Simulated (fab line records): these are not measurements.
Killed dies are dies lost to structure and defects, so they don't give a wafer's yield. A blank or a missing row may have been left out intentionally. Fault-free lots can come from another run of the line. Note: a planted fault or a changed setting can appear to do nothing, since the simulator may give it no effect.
fab line records -- flow sky130
record: lots: 7, wafers: 21, lastDay: 50
route steps=708 shown VT_ADJUST_PCH@146 SONOS_TUNNEL@154 PAD_OPEN@708
lots that met no fault: from a run of the same line without faults
startH: hours from the record's first day to the start of the lot's first wafer shown -- waitH: hours elapsed since this lot's preceding step -- " repeats the value in the row above -- L1.1+2: a single row standing in for several wafers -- - no value, or no start given -- * or withheld: withheld -- < > ~ a bound
route shown NAME@n: names a module that has steps shown in the file, with the first one's number in the route -- usual: mean/standard deviation of fault-free wafers -- same: alike in all rows -- chamber/n: place in a boat -- sites: the reading at each site -- _std_site: their standard deviation -- _edge_site: inner sites' mean taken away from outer sites' mean -- radiusMm: for every site, how far away it sits from the centre of the wafer -- mask NAME#n: copy n -- behind: tool/chamber where the wafer was last shaped -- hold: the reason the lot was held/the length of the hold in hours/how it ended -- device: the n, p or np transistor that did not switch -- end of line: the route-end tests of the same wafers -- a step without rows: its recipe alone -- killed: not the wafer's yield, but the dies lost to structure and defects at the first sort -- map: the dies of a wafer, with x for killed, . for not killed, _ for no die there
set.NAME: the setting that was run; set.NAME@STEP: the one run at that earlier step -- model.NAME: the simulator's own value behind a step, which no gauge read
a table for each step, a row for each wafer; lots at some steps of the route
services: the hour from which a tool's chamber was out of use, counted from the record's first day as startH (under 0 if before that day), plus the number of hours and why
== steps ==
step: SKY_VT_ADJUST_PCH_SOFTBAKE_03
recipe: tempC: 110, timeS: withheld
step: SKY_VT_ADJUST_PCH_EXPOSE_04
recipe: maskId: NWM, na: 0.6, sourceShape: conventional, sigmaOuter: 0.6, polarization: unpolarized, targetCdNm: 840, doseMj: 255
step: SKY_VT_ADJUST_PCH_PEB_05
recipe: tempC: 115, timeS: withheld
step: SKY_VT_ADJUST_PCH_DEVELOP_06
recipe: wallAngleDeg: 90, developer: TMAH, developTimeS: 60, devTempC: 23
step: SKY_VT_ADJUST_PCH_OVL_MEAS_07
usual: VT_ADJUST_PCH_OVL: -0.9/1.4
lot.wafer,tool,chamber,startH,waitH,VT_ADJUST_PCH_OVL[nm]
L553.2,overlay-01,-,226.95,-,0.7
L553.3,overlay-01,-,226.95,-,1.1
L553.5,overlay-01,-,226.95,-,0.4
L560.1,overlay-01,-,296.32,-,-2.8
L560.2,overlay-01,-,296.32,-,-3.0
L560.5,overlay-01,-,296.32,-,-4.2
L561.4,overlay-01,-,297.97,-,1.3
L561.5,overlay-01,-,297.97,-,2.8
L561.6,overlay-01,-,297.97,-,-0.1
L562.2,overlay-01,-,302.64,-,-2.2
L562.3,overlay-01,-,302.64,-,0.9
L562.5,overlay-01,-,302.64,-,1.3
L565.1,overlay-02,-,322.34,-,-0.6
L565.3,overlay-02,-,322.34,-,-0.2
L565.5,overlay-02,-,322.34,-,2.6
L572.1,overlay-02,-,380.90,-,-1.4
L572.2,overlay-02,-,380.90,-,-3.0
L572.5,overlay-02,-,380.90,-,-4.4
L575.3,overlay-02,-,408.61,-,-1.2
L575.5,overlay-02,-,408.61,-,1.2
L575.6,overlay-02,-,408.61,-,-0.5
step: SKY_VT_ADJUST_PCH_IMPLANT_08
recipe: species: B, energyKev: 10, doseCm2: 5e+11, tiltDeg: withheld
step: SKY_VT_ADJUST_PCH_STRIP_09
recipe: chemistry: O2/N2, powerW: 1400, pressureMtorr: 1500, platenTempC: withheld, o2FlowSccm: 3000, n2FlowSccm: 300, overashFraction: 0.5
usual: drypumpMotorCurrentA: 5.6/0.4, o2FlowSccm: 3001/9.4, oesProductAu: 0.722/0.005, stripTimeToEndpointS: 36.92/0.1
lot.wafer,tool,chamber,startH,waitH,drypumpMotorCurrentA,o2FlowSccm,oesProductAu,rfHoursCounterH,stripTimeToEndpointS
L553.2,plasmaAsher-02,1,227.13,0.1,5.0,3007,0.723,50,36.78
L553.3,plasmaAsher-02,1,227.13,0.1,5.0,3018,0.720,-,36.86
L553.5,plasmaAsher-02,1,227.13,0.1,5.0,3016,0.727,-,36.95
L560.1,plasmaAsher-02,1,296.50,0.1,5.0,3005,0.715,57,36.94
L560.2,plasmaAsher-02,0,296.50,0.1,5.2,3013,0.720,57,36.91
L560.5,plasmaAsher-02,1,296.50,0.1,5.0,2988,0.726,-,37.01
L561.4,plasmaAsher-03,0,298.17,0.1,5.7,3005,0.724,-,36.91
L561.5,plasmaAsher-03,1,298.17,0.1,6.2,3002,0.730,-,36.99
L561.6,plasmaAsher-03,0,298.17,0.1,5.7,3012,0.720,-,37.04
L562.2,plasmaAsher-01,1,302.82,0.1,5.6,2971,0.731,15,36.79
L562.3,plasmaAsher-01,1,302.82,0.1,5.7,2999,0.719,-,36.70
L562.5,plasmaAsher-01,1,302.82,0.1,5.6,3003,0.721,-,36.69
L565.1,plasmaAsher-03,0,322.53,0.1,5.7,2991,0.714,52,37.06
L565.3,plasmaAsher-03,1,322.53,0.1,6.2,3006,0.728,-,36.99
L565.5,plasmaAsher-03,0,322.53,0.1,5.7,2996,0.717,-,37.08
L572.1,plasmaAsher-02,0,381.09,0.1,5.2,2998,0.721,64,36.85
L572.2,plasmaAsher-02,1,381.09,0.1,5.0,2995,0.736,64,36.85
L572.5,plasmaAsher-02,1,381.09,0.1,5.0,2983,0.720,-,36.84
L575.3,plasmaAsher-01,0,408.82,0.1,5.8,2993,0.716,-,36.99
L575.5,plasmaAsher-01,0,408.82,0.1,5.8,3001,0.725,-,37.05
L575.6,plasmaAsher-01,1,408.82,0.1,5.6,3004,0.722,-,36.99
step: SKY_VT_ADJUST_PCH_TW_MEAS_10
usual: VT_ADJUST_PCH_TW: 142.5/1.1
lot.wafer,tool,chamber,startH,waitH,VT_ADJUST_PCH_TW
L553.2,filmMetro-02,-,227.24,0.1,142.2
L553.3,filmMetro-02,-,227.24,0.1,142.9
L553.5,filmMetro-02,-,227.24,0.1,142.3
L560.1,filmMetro-02,-,296.60,0.1,142.2
L560.2,filmMetro-02,-,296.60,0.1,141.6
L560.5,filmMetro-02,-,296.60,0.1,142.5
L561.4,filmMetro-02,-,298.27,0.1,141.9
L561.5,filmMetro-02,-,298.27,0.1,142.2
L561.6,filmMetro-02,-,298.27,0.1,141.8
L562.2,filmMetro-01,-,302.93,0.1,142.4
L562.3,filmMetro-01,-,302.93,0.1,143.5
L562.5,filmMetro-01,-,302.93,0.1,143.1
L565.1,filmMetro-03,-,322.63,0.1,142.9
L565.3,filmMetro-03,-,322.63,0.1,142.1
L565.5,filmMetro-03,-,322.63,0.1,143.0
L572.1,filmMetro-01,-,381.19,0.1,144.1
L572.2,filmMetro-01,-,381.19,0.1,143.1
L572.5,filmMetro-01,-,381.19,0.1,143.8
L575.3,filmMetro-02,-,408.91,0.1,141.7
L575.5,filmMetro-02,-,408.91,0.1,141.7
L575.6,filmMetro-02,-,408.91,0.1,141.7
step: SKY_SONOS_TUNNEL_DEHYDRATE_00
recipe: tempC: 200, timeS: 60
step: SKY_SONOS_TUNNEL_HMDS_01
recipe: primeTimeS: 60, primeTempC: 120
step: SKY_SONOS_TUNNEL_COAT_02
recipe: resist: NOVOLAK, spinRpm: 3000, resistThkNm: 1140
step: SKY_SONOS_TUNNEL_SOFTBAKE_03
recipe: tempC: 90, timeS: 60, resist: NOVOLAK
step: SKY_SONOS_TUNNEL_EXPOSE_04
recipe: maskId: TUNM, na: 0.6, sourceShape: conventional, sigmaOuter: 0.6, polarization: unpolarized, targetCdNm: 410, doseMj: 136
usual: exposureDoseMJCm2: 135.93/0.13, focusOffsetNm: 0.1/0.53
same: sigmaOuter: 0.6
lot.wafer,tool,chamber,startH,waitH,mask,exposureDoseMJCm2,focusOffsetNm
L553.2,ilineStepper-02,0,238.69,-,TUNM#0,135.96,-0.2
L553.3,ilineStepper-02,0,238.69,-,TUNM#0,135.86,0.6
L553.5,ilineStepper-02,0,238.69,-,TUNM#0,135.86,0.4
L560.1,ilineStepper-01,0,309.59,-,TUNM#0,136.00,0.4
L560.2,ilineStepper-01,0,309.59,-,TUNM#0,135.91,0.5
L560.5,ilineStepper-01,0,309.59,-,TUNM#0,135.82,0.2
L561.4,ilineStepper-02,0,311.33,-,TUNM#0,87.73,0.5
L561.5,ilineStepper-02,0,311.33,-,TUNM#0,87.65,-0.6
L561.6,ilineStepper-02,0,311.33,-,TUNM#0,87.73,0.3
L562.2,ilineStepper-02,0,315.61,-,TUNM#0,87.78,0.3
L562.3,ilineStepper-02,0,315.61,-,TUNM#0,87.68,0.1
L562.5,ilineStepper-02,0,315.61,-,TUNM#0,87.61,0.5
L565.1,ilineStepper-02,0,336.27,-,TUNM#0,101.42,0.3
L565.3,ilineStepper-02,0,336.27,-,TUNM#0,101.28,-0.3
L565.5,ilineStepper-02,0,336.27,-,TUNM#0,101.36,-0.3
L572.1,ilineStepper-01,0,395.67,-,TUNM#0,136.06,0.0
L572.2,ilineStepper-01,0,395.67,-,TUNM#0,136.20,-0.5
L572.5,ilineStepper-01,0,395.67,-,TUNM#0,136.04,-0.3
L575.3,ilineStepper-01,0,424.19,-,TUNM#0,135.98,-0.4
L575.5,ilineStepper-01,0,424.19,-,TUNM#0,136.01,-0.2
L575.6,ilineStepper-01,0,424.19,-,TUNM#0,136.09,-0.2
step: SKY_SONOS_TUNNEL_PEB_05
recipe: tempC: withheld, timeS: *, resist: NOVOLAK
step: SKY_SONOS_TUNNEL_DEVELOP_06
recipe: resist: NOVOLAK, developer: TMAH, developTimeS: 60, devTempC: 23
step: SKY_SONOS_TUNNEL_CD_MEAS_07
recipe: targetCdNm: 410
usual: cdNm: 410.1/2.1
lot.wafer,tool,chamber,startH,waitH,hold,cdNm
L553.2,cdSem-01,-,249.81,0.1,-,411.3
L553.3,cdSem-01,-,249.81,0.1,-,409.1
L553.5,cdSem-01,-,249.81,0.1,-,411.4
L560.1,cdSem-01,-,322.00,0.1,-,411.1
L560.2,cdSem-01,-,322.00,0.1,-,409.4
L560.5,cdSem-01,-,322.00,0.1,-,406.9
L561.4,cdSem-01,-,323.95,0.1,awaitDispo/0.2h/release,284.4
L561.5,cdSem-01,-,323.95,0.1,awaitDispo/0.2h/release,284.4
L561.6,cdSem-01,-,323.95,0.1,awaitDispo/0.2h/release,282.3
L561.4,cdSem-01,-,324.24,0.3,-,284.7
L561.5,cdSem-01,-,324.24,0.3,-,284.6
L561.6,cdSem-01,-,324.24,0.3,-,282.4
L562.2,cdSem-01,-,328.87,0.1,awaitDispo/0.2h/release,284.9
L562.3,cdSem-01,-,328.87,0.1,awaitDispo/0.2h/release,285.0
L562.5,cdSem-01,-,328.87,0.1,awaitDispo/0.2h/release,285.9
L562.2,cdSem-01,-,329.16,0.3,-,285.1
L562.3,cdSem-01,-,329.16,0.3,-,285.2
L562.5,cdSem-01,-,329.16,0.3,-,285.4
L565.1,cdSem-01,-,349.79,0.1,awaitDispo/0.2h/release,323.1
L565.3,cdSem-01,-,349.79,0.1,awaitDispo/0.2h/release,325.3
L565.5,cdSem-01,-,349.79,0.1,awaitDispo/0.2h/release,322.7
L565.1,cdSem-01,-,350.07,0.3,-,323.6
L565.3,cdSem-01,-,350.07,0.3,-,325.5
L565.5,cdSem-01,-,350.07,0.3,-,322.9
L572.1,cdSem-01,-,410.29,0.1,-,408.7
L572.2,cdSem-01,-,410.29,0.1,-,408.4
L572.5,cdSem-01,-,410.29,0.1,-,410.0
L575.3,cdSem-02,-,439.08,0.1,-,409.1
L575.5,cdSem-02,-,439.08,0.1,-,410.3
L575.6,cdSem-02,-,439.08,0.1,-,408.5
step: SKY_SONOS_TUNNEL_OVL_MEAS_08
usual: SONOS_TUNNEL_OVL: -0.1/1.4
lot.wafer,tool,chamber,startH,waitH,hold,SONOS_TUNNEL_OVL[nm]
L553.2,overlay-01,-,249.92,0.1,-,-2.0
L553.3,overlay-01,-,249.92,0.1,-,-2.0
L553.5,overlay-01,-,249.92,0.1,-,-2.1
L560.1,overlay-01,-,322.12,0.1,-,-1.3
L560.2,overlay-01,-,322.12,0.1,-,-0.8
L560.5,overlay-01,-,322.12,0.1,-,1.3
L565.1,overlay-02,-,355.77,5.7,awaitDispo/5.6h/release,-1.6
L565.3,overlay-02,-,355.77,5.7,awaitDispo/5.6h/release,0.2
L565.5,overlay-02,-,355.77,5.7,awaitDispo/5.6h/release,-0.8
L572.1,overlay-02,-,410.41,0.1,-,-0.2
L572.2,overlay-02,-,410.41,0.1,-,0.6
L572.5,overlay-02,-,410.41,0.1,-,-1.0
L575.3,overlay-02,-,439.17,0.1,-,1.2
L575.5,overlay-02,-,439.17,0.1,-,0.0
L575.6,overlay-02,-,439.17,0.1,-,-0.5
step: SKY_PAD_OPEN_PROBE_99
usual: killed_at_M0_to_M3: 45/7.5, killed_at_M4_up: 3.2/1.8, killedAtContacts: 24/4.9, killedAtFrontEnd: 15/4.4, killedDies: 87/9.8, killedOnRim: 17/4.2, killedOpen: 47/6.4, killedShort: 40/6.5
same: grossDies: 492, killedAtBackSide: 0, killedAtOther: 0
lot.wafer,tool,chamber,startH,waitH,hold,killed_at_M0_to_M3,killed_at_M4_up,killedAtContacts,killedAtFrontEnd,killedDies,killedOnRim,killedOpen,killedShort
L553.2,prober-01,-,1083.16,0.1,-,34,0,25,19,78,15,35,43
L553.3,prober-01,-,1083.21,0.2,-,43,5,23,11,82,19,45,37
L553.5,prober-01,-,1083.31,0.2,-,47,3,20,20,90,18,52,38
L560.1,prober-01,-,1135.51,0.1,-,36,6,22,14,78,12,44,33
L560.2,prober-01,-,1135.56,0.1,-,44,6,26,10,86,13,50,33
L560.5,prober-01,-,1135.71,0.2,-,50,3,28,12,93,19,50,38
L565.1,prober-02,-,1153.64,0.1,awaitDispo/4.3h/scrap,57,7,14,364,442,84,48,45
L565.3,prober-02,-,1153.74,0.2,awaitDispo/4.3h/scrap,61,3,17,346,427,83,52,52
L565.5,prober-02,-,1153.84,0.2,awaitDispo/4.3h/scrap,56,2,21,351,430,83,58,34
L572.1,prober-01,-,1189.19,0.1,-,44,0,21,15,80,13,46,34
L572.2,prober-01,-,1189.24,0.1,-,35,3,27,10,75,17,37,37
L572.5,prober-01,-,1189.39,0.2,-,28,4,29,12,73,21,42,31
L575.3,prober-01,-,1203.06,0.2,-,38,1,20,10,69,14,37,30
L575.5,prober-01,-,1203.16,0.2,-,45,2,31,17,95,15,49,46
L575.6,prober-01,-,1203.21,0.2,-,38,1,31,10,80,22,46,34
killed by level:class
L553.2 CONTACT:geometricParticle:short=8 CONTACT:geometricParticle:open=8 VIA1:geometricParticle:open=7 FIELD_ISO:geometricParticle:open=6 METAL1:geometricParticle:short=6 METAL2:geometricParticle:short=5 VIA2:geometricParticle:open=5 FIELD_ISO:geometricParticle:short=4
L553.3 VIA1:geometricParticle:open=14 CONTACT:geometricParticle:open=12 VIA1:geometricParticle:short=8 METAL2:geometricParticle:short=6 LI_CONTACT:geometricParticle:open=5 FIELD_ISO:geometricParticle:short=4 VIA2:geometricParticle:open=4 VIA3:geometricParticle:open=4
L553.5 VIA2:geometricParticle:open=10 VIA3:geometricParticle:open=9 VIA1:geometricParticle:open=8 FIELD_ISO:geometricParticle:short=7 CONTACT:geometricParticle:open=7 FIELD_ISO:geometricParticle:open=5 VIA1:geometricParticle:short=5 LI_CONTACT:geometricParticle:short=4
L560.1 VIA1:geometricParticle:open=8 FIELD_ISO:geometricParticle:short=7 VIA3:geometricParticle:open=7 LI_CONTACT:geometricParticle:open=7 CONTACT:geometricParticle:open=6 VIA2:geometricParticle:open=6 VIA1:geometricParticle:short=5 FIELD_ISO:geometricParticle:open=4
L560.2 VIA1:geometricParticle:open=10 LI_CONTACT:geometricParticle:open=9 VIA2:geometricParticle:open=8 CONTACT:geometricParticle:open=7 METAL2:geometricParticle:short=7 VIA3:geometricParticle:open=7 CONTACT:geometricParticle:short=5 POLY_GATE:geometricParticle:open=4
L560.5 CONTACT:geometricParticle:open=14 VIA1:geometricParticle:open=11 VIA2:geometricParticle:open=8 VIA3:geometricParticle:short=7 LI_CONTACT:geometricParticle:open=5 VIA3:geometricParticle:open=5 LI_CONTACT:geometricParticle:short=4 LOCAL_INTERCONNECT:geometricParticle:short=4
L565.1 SONOS_TUNNEL:areaExpose=349 VIA1:geometricParticle:open=20 METAL1:geometricParticle:short=7 FIELD_ISO:geometricParticle:short=6 LI_CONTACT:geometricParticle:open=5 VIA2:geometricParticle:short=5 VIA3:geometricParticle:open=5 VIA1:geometricParticle:short=4
L565.3 SONOS_TUNNEL:areaExpose=323 VIA1:geometricParticle:open=12 VIA3:geometricParticle:open=10 METAL1:geometricParticle:short=8 CONTACT:geometricParticle:open=8 SPACER:geometricParticle:short=7 VIA2:geometricParticle:open=7 VIA3:geometricParticle:short=5
L565.5 SONOS_TUNNEL:areaExpose=338 VIA1:geometricParticle:open=18 CONTACT:geometricParticle:open=9 LI_CONTACT:geometricParticle:open=8 VIA2:geometricParticle:short=7 METAL1:geometricParticle:short=6 VIA3:geometricParticle:open=5 POLY_GATE:geometricParticle:short=4
L572.1 CONTACT:geometricParticle:open=9 VIA3:geometricParticle:open=9 VIA1:geometricParticle:open=8 VIA2:geometricParticle:short=7 VIA1:geometricParticle:short=7 CONTACT:geometricParticle:short=5 FIELD_ISO:geometricParticle:open=4 LI_CONTACT:geometricParticle:open=4
L572.2 CONTACT:geometricParticle:open=13 METAL2:geometricParticle:short=8 VIA1:geometricParticle:open=7 CONTACT:geometricParticle:short=6 VIA2:geometricParticle:short=6 LI_CONTACT:geometricParticle:open=5 VIA3:geometricParticle:short=4 VIA3:geometricParticle:open=4
L572.5 LI_CONTACT:geometricParticle:open=9 CONTACT:geometricParticle:open=8 VIA1:geometricParticle:short=6 CONTACT:geometricParticle:short=6 VIA3:geometricParticle:open=5 VIA2:geometricParticle:open=5 FIELD_ISO:geometricParticle:short=4 VIA1:geometricParticle:open=4
L575.3 VIA1:geometricParticle:open=13 CONTACT:geometricParticle:open=8 VIA2:geometricParticle:open=7 LOCAL_INTERCONNECT:geometricParticle:short=5 FIELD_ISO:geometricParticle:open=4 VIA2:geometricParticle:short=4 CONTACT:geometricParticle:short=4 VIA3:geometricParticle:short=4
L575.5 CONTACT:geometricParticle:open=12 VIA1:geometricParticle:open=11 FIELD_ISO:geometricParticle:open=7 VIA2:geometricParticle:open=6 LI_CONTACT:geometricParticle:short=5 LI_CONTACT:geometricParticle:open=5 LOCAL_INTERCONNECT:geometricParticle:short=5 VIA2:geometricParticle:short=5
L575.6 CONTACT:geometricParticle:open=13 VIA1:geometricParticle:open=9 METAL1:geometricParticle:short=8 VIA2:geometricParticle:open=8 LI_CONTACT:geometricParticle:open=7 LOCAL_INTERCONNECT:geometricParticle:short=4 LI_CONTACT:geometricParticle:short=3 METAL3:geometricParticle:short=3
map L565.1 (x killed, . not)
__________xxxxxxxxx._________
________xxxxxxxxxxxx.x_______
______xxxxxxxxx.x..xxxxx_____
_____xxxxxxxxxxxxxxxxxxxx____
____xxxxxxxxxxxx..x.xx.xx.___
___xxxxxxxxxxxxx.xxxxxxxx.x__
__xxxxxxxxxxxxxx.xxxx.x..x.._
_xxxxxxxxxxxxxxxxx.xx.xx.xx..
_xxxxxxxxxxxxxxxxxxx....x.xx.
_xxxxxxxxxxxxxxxxxxx...xxxxx.
_xxxxxxxxxxxxxxx.xxxxxxxxxxx.
_xxxxxxxxxxxxxxxxxxxx..xxxx.x
_xxxxxxxxxxx.xxxxxx.xxx...xxx
_xxxxxxxxxxxxxxxxxxxxxxxxxxxx
_xxxxxxxxxxxxxxxxx.xxxxx.xxxx
__xxxxxxxxxxx.xxx.xxxxx.xxx._
___xxxxxxxxxxxxxxxxxxxxxxxx__
____xxxxxxxxxxxxxxxxxxxxxx___
_____xxxxxxxxxxxx.xxxxxxx____
______xxxxxxxxxxxxxxxxxx_____
________xxxxxxxxxxxxxx_______
__________xxxxxxxxxx_________
map L553.5 (x killed, . not)
__________....x....x_________
________.x.....x.xx..._______
______x.x...........x..._____
_____......x.x..xxx......____
____................x.....___
___.............x........x.__
__.x...x...x..........x....x_
_.............x...xx...x...x.
_.............xxx..x.x....x..
_x..x.xx.xx.......x.......x..
_.x........x....x...x.x.x..x.
_....xxxxx......x............
_.x.x........................
_..x.........xx...xx.x......x
_x.......................x...
__..x....x..xx....xxxx......_
___.....xx..xx..x..........__
____.x...xx...............___
_____......x....x........____
______.x...........x...._____
________........x...x._______
__________.....x.xx._________
== services ==
tool,chamber,startH,hours,kind
ilineStepper-02,-,215.82,1.7,pm
plasmaAsher-01,-,274.47,25.6,pm
ilineStepper-02,0,290.62,-,calibration
ilineStepper-02,-,326.50,2.9,repair
ilineStepper-02,-,329.42,4.4,pm
plasmaAsher-02,-,354.79,15.6,pm
ilineStepper-01,0,355.09,-,calibration
ilineStepper-01,-,358.93,1.7,pm
ilineStepper-02,-,413.32,19.2,repair
== key ==
firstSign: step: SKY_SONOS_TUNNEL_EXPOSE_04, reading: exposureDoseMJCm2, direction: down, sigmas: 99+, usual: *, struck: *
effect: step: SKY_SONOS_TUNNEL_CD_MEAS_07, reading: visit, direction: added, through: controlLoop
effect: step: SKY_SONOS_TUNNEL_CD_MEAS_07, reading: cdNm, direction: down, sigmas: 54, usual: 410.1, struck: 297.6, through: controlLoop
effect: step: SKY_PAD_OPEN_PROBE_99, reading: killedAtFrontEnd, direction: up, sigmas: 77, usual: 15, struck: 354
moreKillsBornAt: SKY_SONOS_TUNNEL_EXPOSE_04@ilineStepper-02: 1010
metAt SKY_SONOS_TUNNEL_EXPOSE_04
struckWafers L561.4,L561.5,L561.6,L562.2,L562.3,L562.5,L565.1,L565.3,L565.5
scrappedBehind SKY_SONOS_TUNNEL_CD_MEAS_07 L561.4,L561.5,L561.6,L562.2,L562.3,L562.5
laterRowsLeftOut L565.1,L565.3,L565.5
testerLeftOut L565
loopTrim: step: SKY_SONOS_TUNNEL_EXPOSE_04, setting: dose, lots: L565
onsetBetween 238.69 311.33
fault: kind: processParameterDrift, tool: ilineStepper-02, chamber: -, onsetH: 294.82, steps: SKY_SONOS_TUNNEL_EXPOSE_04, channel: doseMj, offset: -48.282, shape: step, actsIn: theseRecipesOnly, stated: 136
testerLeftOut: of these lots the tester's yield and bins aren't shown, on N5 and GAA mostly nor the transistor test; their killed dies are dies lost to structure and defects alone, not to doping, threshold or leakage, so they don't give the yield
laterRowsLeftOut: the simulator's readings of these wafers behind a module that went badly wrong aren't trusted and aren't shown, but for the sort
loopTrim: a control loop set the setting to another value than it would have without faults
